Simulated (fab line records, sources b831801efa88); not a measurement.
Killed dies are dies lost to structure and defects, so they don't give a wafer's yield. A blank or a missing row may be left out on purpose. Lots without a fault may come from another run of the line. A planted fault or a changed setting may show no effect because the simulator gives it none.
Problem report in the 8D (eight disciplines) form, filled by code | flow sky130 | the parts of the form that need people (team, actions taken, sign-off) are left out

1. THE PROBLEM
LDD_P_TW at SKY_LDD_P_TW_MEAS_11 reads a mean of 230.9 on 3 wafers of 1 lot; wafers without a fault read 637.6 with a standard deviation of 2.8. That is -99 or more standard deviations from the usual mean.
First seen on wafer L533.1, day 23 03:01, on film_metro-03. The record holds 39 wafers of 13 lots with a number at this step. Rule for "out", or "out of limits": more than 4 standard deviations from the usual mean. The other wafers with a number count as sound.

2. WHAT IT IS AND WHAT IT IS NOT
question                    | is                     | is not
which readings at this step | LDD_P_TW               | -
which lots                  | L533                   | L522, L524, L525, L526, L531, L532, L539, L541, L542, L543, L544, L545
which wafers of those lots  | all that have a number | -
read on which gauges        | film_metro-03          | film_metro-01, film_metro-04
when                        | from day 23 03:01      | up to then (18 sound wafers); but 18 sound wafers of L539, L541, L542, L543, L544, L545 came after

3. SUSPECTS, AND WHAT RULES EACH OUT
Counting: a tool at a process step up to the reading stays a suspect if it ran every lot that is out and no sound lot after the first of them.
- the gauge at SKY_LDD_P_TW_MEAS_11: ruled out. All the wafers that are out were read on film_metro-03, but those of them that SKY_LDD_N_STRIP_16 has rows for are out there too, on other tools.
- plasma_asher-03 at SKY_POLY_GATE_STRIP_18 (strips in O2/N2): ruled out as a lasting fault. Sound lots L539, L544, L545 ran on it after its first lot that is out, L533 (day 20 11:52).
- plasma_asher-03 at SKY_LDD_N_STRIP_16 (strips in O2/N2): kept. It ran the lot that is out, L533 (day 21 20:54), and no sound lot after that; its last sound lot up to then is L532 (day 21 09:57). Its own readings are out on those wafers: oes_product_au.
- plasma_asher-04 at SKY_LDD_P_STRIP_10 (strips in O2/N2): ruled out as a lasting fault. Sound lots L539, L543, L544 ran on it after its first lot that is out, L533 (day 23 02:55).
Left after counting: plasma_asher-03 at SKY_LDD_N_STRIP_16.

4. THE CAUSE (what the simulator had put in)
Strip aborted: plasma_asher-03, from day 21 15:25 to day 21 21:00, at SKY_LDD_N_STRIP_16. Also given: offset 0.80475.
Counting left only this tool.

5. THE CHAIN OF EFFECTS, in route order
Each row: a reading whose mean over the struck wafers that have a number lies more than 3 standard deviations from the usual. Only readings for which the record gives a usual standard deviation are gone through. hours: the time from each lot's start at the first step in this table that gives one to its start at this step, as a median over the lots. sigmas: the change in usual standard deviations.
hours | step                 | reading                  | usual      | on struck wafers | change | sigmas
0     | SKY_LDD_N_STRIP_16   | oes_product_au           | 0.406 a.u. | 0.924            | +0.518 | +99 or more
30    | SKY_LDD_P_STRIP_10   | strip_time_to_endpoint_s | 14.17 s    | 14.98            | +0.81  | +19
30    | SKY_LDD_P_TW_MEAS_11 | LDD_P_TW                 | 637.6      | 230.9            | -406.7 | -99 or more
The process steps in it:
- SKY_LDD_N_STRIP_16: strips in O2/N2.
- SKY_LDD_P_STRIP_10: strips in O2/N2.
Readings that are blank on the struck wafers while sound wafers have them: strip_time_to_endpoint_s at SKY_LDD_N_STRIP_16.
Later measuring or inspecting steps at which every struck wafer that the step has a row for has a number for every such reading, and none has moved that far: SKY_LDD_HVN_OVL_MEAS_07, SKY_LDD_HVN_TW_MEAS_10.

6. WHAT WOULD HAVE CAUGHT IT SOONER
In this record the first reading out of limits at a measuring or inspecting step was taken at day 23 03:01, 36 hours after the fault began at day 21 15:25.
The tool's own readings at SKY_LDD_N_STRIP_16 were out on every struck wafer that the step has a row for (oes_product_au): an alarm limit on them would have fired on the first of those.
All the lots that are out (1) had begun SKY_LDD_N_STRIP_16 on plasma_asher-03 by day 23 03:01. A hold on the tool at that time would have spared none of them.
